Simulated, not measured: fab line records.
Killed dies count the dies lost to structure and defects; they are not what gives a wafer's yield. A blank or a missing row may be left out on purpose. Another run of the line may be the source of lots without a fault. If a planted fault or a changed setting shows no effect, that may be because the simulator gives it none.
Which tool was responsible? | flow sky130 | Sampling: 13 lots, 39 wafers, 5 of 708 route steps

== WHAT EACH GAUGE READ, for each wafer ==
SKY_POLY_GATE_THK_MEAS_01.
lot  | measured     | on            | POLY_GATE_CVD_00_THK (nm)
L953 | day 14 07:10 | film_metro-03 | 179.3 178.7 180.4
L956 | day 15 02:17 | film_metro-03 | 181.8 181.2 181.8
L957 | day 15 14:43 | film_metro-03 | 178.4 180.1 178.2
L958 | day 15 19:18 | film_metro-02 | 180.3 178.9 177.8
L959 | day 16 01:35 | film_metro-02 | 181.5 181.5 180.5
L961 | day 16 17:25 | film_metro-02 | 180.9 180.2 180.8
L962 | day 17 06:37 | film_metro-01 | 180.5 180.2 181.7
L963 | day 17 12:48 | film_metro-03 | 178.9 179.3 181.3
L965 | day 18 05:14 | film_metro-03 | 180.2 177.9 178.8
L968 | day 19 05:53 | film_metro-03 | 178.5 179.6 180.1
L972 | day 20 15:48 | film_metro-02 | 181.4 181.4 180.7
L974 | day 21 12:58 | film_metro-02 | 181.1 181.0 179.9
L976 | day 21 20:34 | film_metro-02 | 180.7 181.3 180.2

SKY_POLY_GATE_CD_MEAS_13 targets a cd of 150 nm.
lot  | measured     | on        | cd_nm (nm)
L953 | day 16 15:40 | cd_sem-02 | 153.3 154.8 154.4
L956 | day 17 11:25 | cd_sem-01 | 150.3 150.0 149.2
L957 | day 18 03:16 | cd_sem-02 | 152.4 151.7 151.3
L958 | day 18 06:31 | cd_sem-01 | 148.5 148.9 148.9
L959 | day 18 13:52 | cd_sem-02 | 152.4 151.7 152.6
L961 | day 19 06:00 | cd_sem-02 | 149.9 149.9 151.1
L962 | day 19 22:25 | cd_sem-01 | 151.0 150.1 150.8
L963 | day 20 04:09 | cd_sem-02 | 150.2 149.5 150.1
L965 | day 20 20:05 | cd_sem-02 | 150.4 150.5 151.2
L968 | day 21 22:52 | cd_sem-01 | 150.0 150.6 149.7
L972 | day 23 05:25 | cd_sem-01 | 150.7 150.1 148.8
L974 | day 24 03:59 | cd_sem-01 | 149.5 148.9 148.9
L976 | day 24 09:26 | cd_sem-02 | 147.5 148.0 149.0

SKY_LDD_N_OVL_MEAS_07.
lot  | measured     | on         | LDD_N_OVL (nm)
L953 | day 18 01:16 | overlay-02 | -1.6 -2.1 -1.7
L956 | day 18 21:30 | overlay-01 | 1.7 0.0 1.6
L957 | day 19 12:34 | overlay-01 | -0.2 -0.9 -0.7
L958 | day 19 16:43 | overlay-02 | 1.9 3.1 2.1
L959 | day 20 00:01 | overlay-01 | 1.6 0.5 0.2
L961 | day 20 14:33 | overlay-01 | 0.6 0.7 0.1
L962 | day 21 07:12 | overlay-01 | 0.8 0.5 -0.2
L963 | day 21 13:58 | overlay-01 | 0.0 0.6 -0.6
L965 | day 22 04:45 | overlay-02 | 1.7 0.4 0.5
L968 | day 23 06:40 | overlay-01 | 1.6 3.2 0.5
L972 | day 24 14:12 | overlay-02 | 0.2 -0.2 0.1
L974 | day 25 11:20 | overlay-01 | -2.2 -1.6 -1.2
L976 | day 25 16:56 | overlay-02 | 1.6 0.3 1.9

SKY_LDD_P_TW_MEAS_11.
lot  | measured     | on            | LDD_P_TW
L953 | day 19 08:44 | film_metro-02 | 639 638 638
L956 | day 20 06:13 | film_metro-01 | 623 623 625
L957 | day 20 20:23 | film_metro-04 | 634 632 632
L958 | day 21 01:20 | film_metro-04 | 632 630 636
L959 | day 21 08:35 | film_metro-01 | 628 627 628
L961 | day 21 23:31 | film_metro-04 | 632 631 628
L962 | day 22 15:25 | film_metro-02 | 633 637 637
L963 | day 22 22:04 | film_metro-01 | 626 626 630
L965 | day 23 12:05 | film_metro-01 | 626 626 626
L968 | day 24 13:26 | film_metro-04 | 638 636 637
L972 | day 25 21:40 | film_metro-04 | 314 318 318
L974 | day 26 18:17 | film_metro-02 | 308 311 309
L976 | day 27 00:38 | film_metro-01 | 630 629 627

== WHICH TOOL RAN EACH LOT (tool, then ch and the chambers of the sampled wafers, then the start) ==
lot  | SKY_LDD_P_IMPLANT_09
L953 | implanter-03 ch 0, day 19 08:29
L956 | implanter-03 ch 0, day 20 05:58
L957 | implanter-01 ch 0, day 20 20:08
L958 | implanter-04 ch 0, day 21 01:06
L959 | implanter-04 ch 0, day 21 08:23
L961 | implanter-01 ch 0, day 21 23:16
L962 | implanter-01 ch 0, day 22 15:10
L963 | implanter-03 ch 0, day 22 21:49
L965 | implanter-01 ch 0, day 23 11:51
L968 | implanter-03 ch 0, day 24 13:11
L972 | implanter-01 ch 0, day 25 21:25
L974 | implanter-01 ch 0, day 26 18:02
L976 | implanter-04 ch 0, day 27 00:24
- SKY_LDD_P_IMPLANT_09

== AS READ BY THE TOOLS THEMSELVES (means over the sampled wafers that have a number; for cases with no such wafer, the mark the record gives instead) ==
SKY_LDD_P_IMPLANT_09.
lot  | tool         | dose_ions_cm2 | faraday_current_uA
L953 | implanter-03 | 1.0009e+13    | 56.8
L956 | implanter-03 | 9.9970e+12    | 56.6
L957 | implanter-01 | 9.9883e+12    | 56.0
L958 | implanter-04 | 1.0002e+13    | 55.4
L959 | implanter-04 | 9.9977e+12    | 55.7
L961 | implanter-01 | 1.0007e+13    | 55.3
L962 | implanter-01 | 1.0014e+13    | 56.8
L963 | implanter-03 | 9.9980e+12    | 55.9
L965 | implanter-01 | 1.0004e+13    | 56.0
L968 | implanter-03 | 1.0002e+13    | 56.6
L972 | implanter-01 | 9.9967e+11    | 5.7
L974 | implanter-01 | 9.9933e+11    | 5.7
L976 | implanter-04 | 1.0007e+13    | 57.3

== THE ANSWER, worked out from the rows above alone ==
Rule: what is usual is taken from the lots themselves. The widest of any qualifying gaps counts: lots, ordered by their means at a reading, are off when they make up no more than a third of the lots, leave a main group of 4 or more, and stand apart from it by 3 or more times the standard deviation of that group's means. A main group is skipped when, at the precision printed for the reading in the tables above, its means are all equal. A lot without any number at a reading at which 4 lots or more have one is off too. Any other lot the step has rows for is counted as sound. Order of review: gauges by route order, followed by the tools' own readings, for which a lot's mean as printed above is used. At the first step where some lot is off, the reading lying furthest off is the one used; lots without a number count as furthest.
Off: L972, L974, at SKY_LDD_P_TW_MEAS_11 (LDD_P_TW). Main group: mean 631, sd 4.5.
A tool fits if, at a process step before that reading, it ran every lot that is off, and no sound lot after the first of them. The gauges at SKY_LDD_P_TW_MEAS_11 aren't tried: what is off there is off at SKY_LDD_P_IMPLANT_09 too, on other tools, and a gauge's error can't cause that. One candidate fits, namely implanter-01 at SKY_LDD_P_IMPLANT_09. A fault onset in the window from L965 (day 23 11:51, its last sound lot) to L972 (day 25 21:25, its first lot off) fits.
The tool's own readings at SKY_LDD_P_IMPLANT_09 bear it out: on the lots that are off they differ by more than 5 times the standard deviation of the sound lots' means. dose_ions_cm2 reads 9.9950e+11 there against 1.0002e+13 on the sound lots; faraday_current_uA reads 5.7 there against 56.2 on the sound lots.

== WHAT THE SIMULATOR PUT IN ==
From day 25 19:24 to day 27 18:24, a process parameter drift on implanter-01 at SKY_LDD_P_IMPLANT_09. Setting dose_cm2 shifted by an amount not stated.
Struck lots among those shown: L972, L974. This agrees with what the rule above found.
